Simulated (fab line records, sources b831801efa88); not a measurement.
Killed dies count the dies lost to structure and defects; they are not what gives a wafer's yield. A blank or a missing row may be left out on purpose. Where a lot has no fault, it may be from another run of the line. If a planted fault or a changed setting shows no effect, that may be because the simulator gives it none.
What tool caused it? | flow sky130 | 12 lots (36 wafers sampled), 1 step of a 708-step route

## WHAT THE GAUGES READ, wafer by wafer
SKY_SD_N_CD_MEAS_07 targets a cd of 380 nm.
lot  | measured     | on        | cd nm (nm)
L075 | day 28 08:44 | cd sem-02 | 379.3 376.4 378.2
L077 | day 29 05:09 | cd sem-02 | 383.5 383.9 384.4
L078 | day 29 09:55 | cd sem-02 | 379.2 382.9 383.5
L080 | day 30 04:33 | cd sem-02 | 379.9 382.3 379.4
L083 | day 30 20:18 | cd sem-02 | 383.3 381.5 380.4
L085 | day 31 16:37 | cd sem-02 | 378.0 378.5 378.0
L087 | day 32 07:30 | cd sem-02 | 380.8 378.1 380.6
L089 | day 32 21:28 | cd sem-01 | 378.6 378.6 378.9
L091 | day 33 16:33 | cd sem-02 | 379.0 375.8 378.3
L093 | day 34 04:59 | cd sem-01 | 380.2 380.1 381.8
L095 | day 34 21:14 | cd sem-01 | 380.1 382.1 383.2
L097 | day 35 03:34 | cd sem-02 | 382.0 382.5 382.0

## WHAT TOOL EACH LOT RAN ON (gives the tool, then ch and the chambers of the sampled wafers, and finally the start)
No process step before these readings appears in the record.

## THE ANSWER, worked out from the rows above alone
Rule: what is usual is taken from the lots themselves. Put in order of their means at a reading, lots are off if they are a third of the lots or fewer, leave a main group of 4 or more, and stand apart from it by a gap of 3 or more times the standard deviation of the main group's means; of several such gaps the widest counts. If all means in a main group match to the digits the tables above print for the reading, that group is not used. Also off: a lot with no number at a reading for which 4 or more lots have one. All remaining lots with rows at the step are treated as sound.
Across all readings shown, no lot is off: no conclusion can be drawn from this.

## WHAT HAD BEEN PUT IN BY THE SIMULATOR
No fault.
